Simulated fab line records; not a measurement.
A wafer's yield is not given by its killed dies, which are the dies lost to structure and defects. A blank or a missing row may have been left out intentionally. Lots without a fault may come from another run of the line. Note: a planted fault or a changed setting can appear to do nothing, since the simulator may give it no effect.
Which of the tools did it?	flow gf180mcu	21 wafers from 7 lots sampled at 4 of the route's 602 steps

== WHAT THE GAUGES READ, wafer by wafer ==
GF_V3_RS_MEAS_24: uses a four-point probe to measure.
lot	measured	on	V3_W_RS (ohm/sq)
L861	day 23 03:34	film metro-01	0.328 0.326 0.328
L864	day 24 13:22	film metro-01	0.322 0.327 0.320
L875	day 27 21:40	film metro-03	0.331 0.329 0.326
L878	day 28 20:13	film metro-01	0.335 0.327 0.333
L880	day 29 07:07	film metro-01	0.327 0.327 0.331

== WHAT TOOL EACH LOT RAN ON (gives the tool, then ch and the chambers of the sampled wafers, and finally the start) ==
lot	GF_STI_EXPOSE_09	GF_V3_ETCH_16	GF_V3_ETCH_17
L861	krf scanner-02 ch 0, day 2 05:10	rie diel-03 ch 0,3, day 23 02:37	rie diel-03 ch 0,3, day 23 03:34 or earlier
L864	krf scanner-02 ch 0, day 2 20:08	rie diel-04 ch 0,1,3, day 24 12:30	rie diel-04 ch 0,1,3, day 24 13:22 or earlier
L869	krf scanner-02, day 3 22:49	-	-
L871	krf scanner-02, day 4 09:31	-	-
L875	krf scanner-02 ch 0, day 5 04:51	rie diel-03 ch 2,3, day 27 20:46	rie diel-03 ch 2,3, day 27 21:40 or earlier
L878	krf scanner-01 ch 0, day 5 22:25	rie diel-03 ch 1,2,3, day 28 19:21	rie diel-03 ch 1,2,3, day 28 20:13 or earlier
L880	krf scanner-02 ch 0, day 6 06:50	rie diel-04 ch 0,1,2, day 29 06:12	rie diel-04 ch 0,1,2, day 29 07:07 or earlier
- GF_STI_EXPOSE_09: exposes mask COMP, target cd 220 nm.
- GF_V3_ETCH_16: etches BARC in N2/H2.
- GF_V3_ETCH_17: etches SiO2 in C4F8/O2/Ar, stops on TiN, target depth 635 nm.

== THE ANSWER, worked out from the rows above alone ==
Rule: the lots themselves supply what counts as usual. The widest of any qualifying gaps counts: lots, ordered by their means at a reading, are off when they make up no more than a third of the lots, leave a main group of 4 or more, and stand apart from it by 3 or more times the standard deviation of that group's means. If all means in a main group match to the digits the tables above print for the reading, that group is not used. Also off: a lot with no number at a reading for which 4 or more lots have one. The other lots that the step has rows for count as sound.
None of the lots is off at any reading shown; this tells nothing.

== WHAT THE SIMULATOR HAD INSERTED ==
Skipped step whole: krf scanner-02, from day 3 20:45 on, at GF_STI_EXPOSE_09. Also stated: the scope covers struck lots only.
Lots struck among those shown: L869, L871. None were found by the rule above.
